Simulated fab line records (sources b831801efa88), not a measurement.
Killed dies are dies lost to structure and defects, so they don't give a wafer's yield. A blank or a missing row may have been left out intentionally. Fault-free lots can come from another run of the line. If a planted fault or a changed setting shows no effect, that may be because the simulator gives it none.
fab line records | flow sky130
record: lots: 14 | wafers: 42 | last-day: 50
route steps=708 shown METAL4@624
lots that met no fault: from a run of the same line without faults
start-h: the number of hours between the record's first day and the start of the first shown wafer of the lot | wait-h: time in hours since the lot's previous step | " identical to the entry in the row above | L1.1+2: one row covering several wafers at once | - value missing, or start not given | * or withheld: withheld | < > ~ a bound
route shown NAME@n: names a module that has steps shown in the file, with the first one's number in the route | usual: average and standard deviation across the fault-free wafers | same: alike in all rows | chamber/n: place in a boat | sites: per-site readings | _std_site: the standard deviation of these | _edge_site: mean of outer sites minus mean of inner sites | radius-mm: for every site, how far away it sits from the centre of the wafer | mask NAME#n: copy n | behind: tool/chamber where the wafer was last shaped | hold: reason for holding the lot/hours on hold/outcome of the hold | device: which transistor (n, p or np) failed to switch | end of line: the tests these same wafers got at the end of their route | for a step that has no rows: nothing shown but its recipe | killed: at the first sort, the dies lost to defects and structure; wafer yield is something else | map: shows each die of a wafer: x if killed, . if not, _ if none is there
set.NAME: the setting the step ran with; set.NAME@STEP: the setting that earlier step ran with | model.NAME: the simulator's own value behind a step, which no gauge read
steps of the route over a sample of lots; a table a step, a row a wafer
services: a tool's chamber out of use, with start hour (start-h, from the record's first day; less than 0 if before it), hours out, and reason
== steps ==
step: SKY_METAL4_COAT_08
recipe: resist: KrF-thick | spin-rpm: 3000 | resist-thk-nm: 1140
usual: resist-line-temp-C: 22.97/0.11 | spin-speed-rpm: 3000.1/1.8
lot.wafer | tool           | chamber | start-h | wait-h | resist-line-temp-C | spin-speed-rpm
L539.2    | litho-track-04 | 0       | 959     | -      | 23.15              | 2997.3
L539.4    | "              | 0       | "       | "      | 23.22              | 2999.0
L539.5    | "              | 0       | "       | "      | 23.04              | 2997.5
L540.1    | litho-track-02 | 0       | 970     | -      | 23.21              | 3002.7
L540.3    | "              | 0       | "       | "      | 22.95              | 3002.6
L540.6    | "              | 0       | "       | "      | 23.11              | 3001.2
L541.1    | litho-track-01 | 0       | 976     | -      | 23.08              | 2999.2
L541.3    | "              | 0       | "       | "      | 23.04              | 3001.2
L541.6    | "              | 0       | "       | "      | 22.93              | 2997.1
L542.1    | litho-track-01 | 0       | 976     | -      | 23.11              | 2999.1
L542.5    | "              | 0       | 977     | -      | 22.80              | 3001.0
L542.6    | "              | 0       | "       | "      | 22.86              | 3004.6
L543.4    | litho-track-04 | 0       | 990     | -      | 23.09              | 2999.0
L543.5    | "              | 0       | "       | "      | 23.06              | 2997.4
L543.6    | "              | 0       | "       | "      | 22.89              | 2999.6
L545.1    | litho-track-04 | 0       | 1014    | -      | 22.92              | 2998.4
L545.4    | "              | 0       | "       | "      | 22.94              | 3000.9
L545.5    | "              | 0       | "       | "      | 23.10              | 2999.3
L546.1    | litho-track-04 | 0       | 1019    | -      | 22.95              | 3001.0
L546.2    | "              | 0       | "       | "      | 22.93              | 3002.7
L546.3    | "              | 0       | "       | "      | 23.00              | 3002.3
L544.1    | litho-track-01 | 0       | 1021    | -      | 23.00              | 2998.3
L544.3    | "              | 0       | "       | "      | 22.87              | 2998.8
L544.5    | "              | 0       | "       | "      | 23.00              | 2997.0
L553.2    | litho-track-04 | 0       | 1070    | -      | 23.26              | 3001.1
L553.4    | "              | 0       | "       | "      | 23.15              | 3000.9
L553.5    | "              | 0       | "       | "      | 23.02              | 3001.8
L555.2    | litho-track-04 | 0       | 1074    | -      | 22.87              | 3002.1
L555.4    | "              | 0       | "       | "      | 22.90              | 3001.6
L555.6    | "              | 0       | "       | "      | 22.86              | 3002.1
L557.1    | litho-track-02 | 0       | 1078    | -      | 22.88              | 3000.1
L557.4    | "              | 0       | "       | "      | 22.83              | 2998.6
L557.5    | "              | 0       | "       | "      | 22.86              | 2999.4
L558.2    | litho-track-01 | 0       | 1089    | -      | 23.11              | 2997.8
L558.3    | "              | 0       | "       | "      | 22.97              | 3000.1
L558.5    | "              | 0       | "       | "      | 22.87              | 2998.7
L560.1    | litho-track-02 | 0       | 1094    | -      | 23.01              | 3000.5
L560.2    | "              | 0       | "       | "      | 23.05              | 3001.1
L560.3    | "              | 0       | "       | "      | 22.99              | 3003.6
L562.2    | litho-track-01 | 0       | 1111    | -      | 23.01              | 3001.0
L562.3    | "              | 0       | "       | "      | 23.06              | 2998.1
L562.5    | "              | 0       | "       | "      | 23.03              | 2999.7
step: SKY_METAL4_STRIP_19
recipe: chemistry: O2/N2 | power-w: 1400 | pressure-mtorr: 1500 | platen-temp-c: withheld | o2-flow-sccm: 3000 | n2-flow-sccm: 300 | overash-fraction: 0.5
usual: drypump-motor-current-A: 5.9/0.42 | oes-product-au: 0.502/0.005 | strip-time-to-endpoint-s: 6.54/0.069
lot.wafer | tool            | chamber | start-h | wait-h | drypump-motor-current-A | oes-product-au | rf-hours-counter-h | strip-time-to-endpoint-s
L539.2    | plasma-asher-03 | 0       | 972.23  | 0.1    | 6.0                     | 0.509          | 24                 | 6.53
L539.4    | "               | 0       | "       | "      | 6.0                     | 0.506          | -                  | 6.53
L539.5    | "               | 0       | "       | "      | 6.0                     | 0.500          | -                  | 6.55
L540.1    | plasma-asher-03 | 0       | 983.38  | 0.1    | 6.0                     | 0.496          | 25                 | 6.45
L540.3    | "               | 0       | "       | "      | 6.0                     | 0.496          | -                  | 6.57
L540.6    | "               | 1       | "       | "      | 6.0                     | 0.518          | -                  | 6.66
L541.1    | plasma-asher-03 | 1       | 988.08  | 0.1    | 6.0                     | 0.496          | 26                 | 6.57
L541.3    | "               | 1       | "       | "      | 6.0                     | 0.507          | -                  | 6.54
L541.6    | "               | 0       | "       | "      | 6.0                     | 0.503          | -                  | 6.57
L542.1    | plasma-asher-02 | 1       | 988.73  | 0.1    | 5.5                     | 0.496          | 53                 | 6.55
L542.5    | "               | 1       | "       | "      | 5.5                     | 0.502          | -                  | 6.51
L542.6    | "               | 0       | "       | "      | 5.2                     | 0.504          | -                  | 6.55
L543.4    | plasma-asher-01 | 1       | 1003.25 | 0.1    | 6.5                     | 0.508          | -                  | 6.60
L543.5    | "               | 0       | "       | "      | 5.7                     | 0.503          | -                  | 6.55
L543.6    | "               | 1       | "       | "      | 6.6                     | 0.500          | -                  | 6.57
L545.1    | plasma-asher-02 | 0       | 1027.10 | 0.3    | 5.2                     | 0.502          | 56                 | 6.47
L545.4    | "               | 1       | "       | "      | 5.5                     | 0.505          | -                  | 6.51
L545.5    | "               | 0       | "       | "      | 5.2                     | 0.506          | -                  | 6.52
L546.1    | plasma-asher-03 | 0       | 1031.75 | 0.1    | 6.0                     | 0.502          | 30                 | 6.57
L546.2    | "               | 1       | "       | "      | 6.0                     | 0.508          | 30                 | 6.56
L546.3    | "               | 1       | "       | "      | 6.0                     | 0.500          | -                  | 6.52
L544.1    | plasma-asher-02 | 0       | 1033.18 | 0.1    | 5.2                     | 0.500          | 57                 | 6.55
L544.3    | "               | 1       | "       | "      | 5.5                     | 0.502          | -                  | 6.47
L544.5    | "               | 1       | "       | "      | 5.5                     | 0.505          | -                  | 6.61
L553.2    | plasma-asher-01 | 1       | 1081.45 | 0.1    | 6.5                     | 0.476          | 97                 | 5.83
L553.4    | "               | 0       | "       | "      | 5.7                     | 0.462          | -                  | 5.69
L553.5    | "               | 0       | "       | "      | 5.7                     | 0.471          | -                  | 5.72
L555.2    | plasma-asher-03 | 1       | 1085.48 | 0.1    | 6.0                     | 0.477          | 35                 | 5.77
L555.4    | "               | 0       | "       | "      | 6.0                     | 0.476          | -                  | 5.77
L555.6    | "               | 1       | "       | "      | 6.0                     | 0.480          | -                  | 5.74
L557.1    | plasma-asher-02 | 0       | 1088.37 | 0.1    | 5.2                     | 0.508          | 63                 | 6.50
L557.4    | "               | 0       | "       | "      | 5.2                     | 0.505          | -                  | 6.45
L557.5    | "               | 0       | "       | "      | 5.2                     | 0.501          | -                  | 6.49
L558.2    | plasma-asher-03 | 0       | 1100.82 | 0.1    | 6.0                     | 0.497          | 36                 | 6.60
L558.3    | "               | 0       | "       | "      | 6.0                     | 0.509          | -                  | 6.53
L558.5    | "               | 1       | "       | "      | 6.0                     | 0.505          | -                  | 6.56
L560.1    | plasma-asher-01 | 0       | 1104.85 | 0.1    | 5.7                     | 0.503          | 99                 | 6.59
L560.2    | "               | 1       | "       | "      | 6.6                     | 0.497          | 99                 | 6.41
L560.3    | "               | 1       | "       | "      | 6.6                     | 0.501          | -                  | 6.55
L562.2    | plasma-asher-03 | 0       | 1122.72 | 0.1    | 6.0                     | 0.499          | 38                 | 6.62
L562.3    | "               | 0       | "       | "      | 6.0                     | 0.503          | -                  | 6.61
L562.5    | "               | 0       | "       | "      | 6.0                     | 0.506          | -                  | 6.60
== services ==
tool            | chamber | start-h | hours | kind
plasma-asher-01 | -       | 945.77  | 7.7   | repair
plasma-asher-02 | -       | 963.70  | 4.3   | repair
plasma-asher-02 | -       | 977.03  | 2.0   | repair
plasma-asher-03 | -       | 1044.69 | 4.3   | pm
plasma-asher-03 | -       | 1060.70 | 4.2   | repair
plasma-asher-01 | -       | 1113.85 | 0.9   | repair
== key ==
first-sign: step: SKY_METAL4_STRIP_19 | reading: strip-time-to-endpoint-s | direction: down | sigmas: 11 | usual: * | struck: *
effect: step: SKY_METAL4_STRIP_19 | reading: oes-product-au | direction: down | sigmas: 5.7 | usual: 0.502 | struck: 0.474
met-at SKY_METAL4_COAT_08
struck-lots L553,L555
onset-between 1019 1070
fault: kind: process-parameter-drift | tool: litho-track-04 | chamber: - | onset-h: 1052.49 | steps: SKY_METAL4_COAT_08 | channel: resist-thk-nm | offset: -78.21 | shape: step | end-h: 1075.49 | acts-in: these-recipes-only | stated: 1140
